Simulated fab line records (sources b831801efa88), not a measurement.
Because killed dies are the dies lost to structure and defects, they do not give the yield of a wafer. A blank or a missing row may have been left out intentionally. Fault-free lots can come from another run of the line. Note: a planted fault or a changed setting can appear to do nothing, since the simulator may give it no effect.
Which tool was responsible? ; flow sky130 ; Sampling: 13 lots, 39 wafers, 4 of 708 route steps

WHAT THE GAUGES SHOWED, per wafer
SKY_SONOS_ONO_THK_MEAS_03.
lot;measured;on;SONOS_ONO_CVD_02_THK (nm)
L630;day 11 11:19;filmMetro-04;10.59 10.51 10.49
L631;day 11 22:25;filmMetro-01;10.53 10.57 10.52
L632;day 12 05:33;filmMetro-04;10.49 10.58 10.52
L633;day 12 13:45;filmMetro-01;10.75 10.55 10.66
L634;day 12 21:55;filmMetro-01;10.64 10.33 10.67
L635;day 13 12:30;filmMetro-04;10.47 10.42 10.51
L636;day 13 17:58;filmMetro-01;10.29 10.30 10.22
L637;day 13 19:25;filmMetro-04;10.24 10.28 10.28
L640;day 15 02:08;filmMetro-02;10.12 10.35 10.50
L641;day 15 06:22;filmMetro-01;10.47 10.50 10.48
L642;day 15 11:29;filmMetro-01;10.42 10.36 10.40
L643;day 15 20:24;filmMetro-01;10.39 10.20 10.33
L644;day 16 03:55;filmMetro-04;10.33 10.10 10.22

SKY_LDD_P_TW_MEAS_11.
lot;measured;on;LDD_P_TW
L630;day 18 16:55;filmMetro-03;641 639 642
L631;day 19 10:04;filmMetro-01;632 633 632
L632;day 19 20:19;filmMetro-03;641 641 642
L633;day 20 06:25;filmMetro-01;629 629 627
L634;day 20 23:22;filmMetro-03;644 644 642
L635;day 21 11:13;filmMetro-02;633 631 635
L636;day 21 20:04;filmMetro-03;644 640 639
L637;day 21 21:14;filmMetro-01;633 633 633
L640;day 23 09:22;filmMetro-03;636 638 640
L641;day 23 12:12;filmMetro-03;1050 1056 1055
L642;day 23 17:02;filmMetro-02;1044 1040 1046
L643;day 24 02:13;filmMetro-01;1047 1048 1050
L644;day 24 08:25;filmMetro-01;1046 1048 1051

SKY_LDD_HVP_TW_MEAS_10.
lot;measured;on;LDD_HVP_TW
L630;day 21 09:27;filmMetro-03;457.3 458.3 457.1
L631;day 22 01:31;filmMetro-04;450.2 452.7 449.8
L632;day 22 12:16;filmMetro-02;450.1 453.2 451.6
L633;day 22 21:56;filmMetro-02;451.7 451.8 452.8
L634;day 23 14:58;filmMetro-02;451.6 453.9 455.3
L635;day 24 01:18;filmMetro-02;452.2 452.4 453.0
L636;day 24 10:20;filmMetro-02;450.9 452.2 450.9
L637;day 24 11:05;filmMetro-02;454.0 451.6 454.2
L640;day 25 20:38;filmMetro-02;452.1 454.2 454.3
L641;day 25 23:12;filmMetro-04;447.4 448.2 448.0
L642;day 26 05:14;filmMetro-04;449.2 450.5 450.2
L643;day 26 13:50;filmMetro-04;448.6 451.0 450.0
L644;day 26 20:03;filmMetro-02;454.4 454.8 453.8

EACH LOT AND THE TOOL THAT RAN IT (in order: tool; ch and the chambers of the sampled wafers; start)
lot;SKY_LDD_P_IMPLANT_09
L630;implanter-03 ch 0, day 18 16:41
L631;implanter-01 ch 0, day 19 09:49
L632;implanter-03 ch 0, day 19 20:05
L633;implanter-03 ch 0, day 20 06:10
L634;implanter-01 ch 0, day 20 23:10
L635;implanter-04 ch 0, day 21 10:59
L636;implanter-03 ch 0, day 21 19:49
L637;implanter-04 ch 0, day 21 20:59
L640;implanter-04 ch 0, day 23 09:04
L641;implanter-01 ch 0, day 23 11:58
L642;implanter-03 ch 0, day 23 16:47
L643;implanter-03 ch 0, day 24 01:58
L644;implanter-01 ch 0, day 24 08:11
- SKY_LDD_P_IMPLANT_09

WHAT THE TOOLS THEMSELVES READ (means of the sampled wafers that have a number; where no wafer has one, the mark that the record gives instead)
The record holds no such reading with a usual standard deviation.

THE ANSWER, worked out from the rows above alone
Rule: usual is defined by the lots themselves. The widest of any qualifying gaps counts: lots, ordered by their means at a reading, are off when they make up no more than a third of the lots, leave a main group of 4 or more, and stand apart from it by 3 or more times the standard deviation of that group's means. If all means in a main group match to the digits the tables above print for the reading, that group is not used. A lot without any number at a reading at which 4 lots or more have one is off too. Where the step has rows for the other lots, those lots are counted as sound. After the gauges, taken in route order, come the tools' own readings; for these a lot's mean is taken, as printed above. The first step at which some lot is off is used, and at that step the reading that is off furthest; a lot without a number counts as furthest.
Off: at SKY_LDD_P_TW_MEAS_11 (LDD_P_TW), L641, L642, L643, L644. Main group: mean 637, sd 4.9.
A tool fits if, at a process step before that reading, it ran every lot that is off, and no sound lot after the first of them. The gauges at SKY_LDD_P_TW_MEAS_11 are tried like those tools. No candidate that was tried fits.

WHAT WAS PUT IN BY THE SIMULATOR
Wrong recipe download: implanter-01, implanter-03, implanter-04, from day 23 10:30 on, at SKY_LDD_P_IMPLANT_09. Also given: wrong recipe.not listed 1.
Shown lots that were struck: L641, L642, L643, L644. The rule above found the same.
